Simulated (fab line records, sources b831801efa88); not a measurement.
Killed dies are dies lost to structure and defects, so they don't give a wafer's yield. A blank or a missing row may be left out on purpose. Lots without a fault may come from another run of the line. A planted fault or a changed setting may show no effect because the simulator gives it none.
Chamber matching | flow sky130 | SKY_CAPM_CVD_00 on pecvd-03: 3 sister chambers
The step deposits SiO2, target thk 15.5 nm. 22 wafers are shown with their chamber, then 11 later ones without.

WAFERS WITH THEIR CHAMBER
wafer  | chamber | heater_power_w (W) | susceptor_temp_C (C)
L074.2 | 0       | 648                | 399.79
L074.4 | 2       | 766                | 400.08
L074.5 | 2       | 774                | 400.01
L075.1 | 2       | 746                | 399.80
L075.4 | 0       | 646                | 399.64
L075.5 | 2       | 705                | 400.04
L076.3 | 2       | 727                | 399.69
L076.4 | 2       | 732                | 399.98
L076.6 | 0       | 653                | 399.89
L078.2 | 1       | 936                | 399.98
L078.3 | 2       | 789                | 400.14
L078.4 | 0       | 656                | 399.75
L080.2 | 0       | 616                | 399.88
L080.3 | 2       | 755                | 399.70
L080.4 | 1       | 926                | 399.96
L083.1 | 1       | 961                | 399.91
L083.2 | 2       | 717                | 399.90
L083.3 | 0       | 617                | 399.63
L084.1 | 1       | 933                | 400.07
L084.2 | 2       | 751                | 399.86
L084.6 | 2       | 766                | 399.98
L085.2 | 0       | 616                | 399.91

SIGNATURES (means of the wafers above)
reading          | chamber 0 | chamber 1 | chamber 2 | scatter within a chamber
heater_power_w   | 636.00    | 939.00    | 748.00    | 22.2
susceptor_temp_C | 399.7843  | 399.9800  | 399.9255  | 0.129
Rule: a wafer's distance from a chamber is the root of the sum, over the readings, of the square of ((its reading less the chamber's mean) divided by the reading's scatter). The wafer belongs to the nearest chamber; if the next one is less than 2 further off, it can't be placed. The scatter: the root of (the sum of the squares of (reading less its chamber's mean) over the shown wafers, divided by (wafers less chambers)).

WAFERS WITHOUT THEIR CHAMBER
wafer  | heater_power_w (W) | susceptor_temp_C (C)
L085.4 | 610                | 399.95
L085.5 | 973                | 400.18
L088.1 | 786                | 399.73
L088.4 | 754                | 400.11
L088.5 | 572                | 399.92
L092.3 | 969                | 400.20
L092.5 | 607                | 400.01
L092.6 | 685                | 400.09
L096.3 | 728                | 400.36
L096.5 | 747                | 399.93
L096.6 | 596                | 399.87

WHICH CHAMBER EACH WENT THROUGH
wafer  | from the rows above     | in truth
L085.4 | 0                       | 0
L085.5 | 1                       | 1
L088.1 | 2                       | 2
L088.4 | 2                       | 2
L088.5 | 0                       | 0
L092.3 | 1                       | 1
L092.5 | 0                       | 0
L092.6 | can't be placed: 2 or 0 | 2
L096.3 | 2                       | 2
L096.5 | 2                       | 2
L096.6 | 0                       | 0
Placed correctly: 10 of 11. Can't be placed from these rows: 1 (the true chamber is among the candidates in 1). Placed wrongly: 0.
